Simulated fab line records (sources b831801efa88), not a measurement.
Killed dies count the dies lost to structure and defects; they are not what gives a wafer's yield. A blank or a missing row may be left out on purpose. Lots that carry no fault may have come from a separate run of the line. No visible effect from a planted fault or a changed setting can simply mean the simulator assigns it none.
8D (eight disciplines) problem report, filled in by code -- flow gf180mcu -- the parts of the form that need people (team, actions taken, sign-off) are left out

## 1. PROBLEM STATEMENT
Wafers free of any fault read 90.2 nm (standard deviation 0.93) for HV_LDD_CVD_56_THK at GF_HV_LDD_THK_MEAS_57, against a mean of 96.5 nm on 9 wafers of 3 lots. Measured from the usual mean, that is +6.7 standard deviations.
First seen on wafer L406.3, day 17 05:02, on film-metro-01. The record has a number at this step for 36 wafers belonging to 12 lots. The rule behind "out" and "out of limits": a value lying over 4 standard deviations away from the usual mean. The rest of the wafers with a number are treated as sound.

## 2. WHAT IT IS; WHAT IT IS NOT
question,is,is not
which readings at this step,HV_LDD_CVD_56_THK,-
which lots,"L406, L407, L408","L393, L394, L395, L397, L398, L399, L401, L402, L404"
which wafers of those lots,all that have a number,-
read on which gauges,"film-metro-01, film-metro-03",film-metro-04
when,from day 17 05:02,up to then (27 sound wafers)

## 3. WHAT RULES OUT EACH SUSPECT
Counting: a tool at a process step up to the reading stays a suspect if it ran every lot that is out and no sound lot after the first of them.
- the gauge at GF_HV_LDD_THK_MEAS_57 is ruled out. The wafers that are out were read on 2 gauges (film-metro-01, film-metro-03).
- lpcvd-02 at GF_HV_LDD_CVD_56 (deposits Si3N4 from DCS/NH3, target thk 90 nm, time 1543 s): kept. Every lot that is out went through it, starting with L406 (day 17 03:35), and after that it ran no sound lot; the last sound lot it ran before then is L404 (day 16 10:36).
After counting, what remains is lpcvd-02 at GF_HV_LDD_CVD_56.

## 4. THE CAUSE (what the simulator had put in)
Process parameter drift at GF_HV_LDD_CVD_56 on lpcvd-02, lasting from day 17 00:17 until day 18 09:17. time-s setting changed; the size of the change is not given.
The count eliminated every tool but this one.

## 5. THE EFFECT CHAIN, in route order
Each row: a reading where the mean over the struck wafers with a number is more than 3 standard deviations away from the usual. Scope: only readings with a usual standard deviation given in the record; hours: median across lots of the time from each lot's start at the first step in this table that gives one to its start at this step; sigmas: change in usual standard deviations.
hours,step,reading,usual,on struck wafers,change,sigmas
0,GF_HV_LDD_THK_MEAS_57,HV_LDD_CVD_56_THK,90.2 nm,96.5,+6.3,+6.7
5,GF_HV_LDD_ETCHBACK_58,oes-product-au,0.844 a.u.,0.878,+0.034,+5.5
Process steps it contains:
- GF_HV_LDD_ETCHBACK_58: etches Si3N4 in CH3F/O2, stops on SiO2, time 100 s, target depth 90 nm.
Later measuring or inspecting steps at which every struck wafer that the step has a row for has a number for every such reading, and none has moved that far: GF_V1_BOW_MEAS_05.

## 6. HOW IT WOULD HAVE BEEN CAUGHT EARLIER
The first out-of-limits reading at a measuring or inspecting step in this record came at day 17 05:02, 5 hours after the fault's start at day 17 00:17.
Lots out: 3; of these, L407, L408 started GF_HV_LDD_CVD_56 on lpcvd-02 after day 17 05:02. A hold on the tool at that time would have spared those 2.
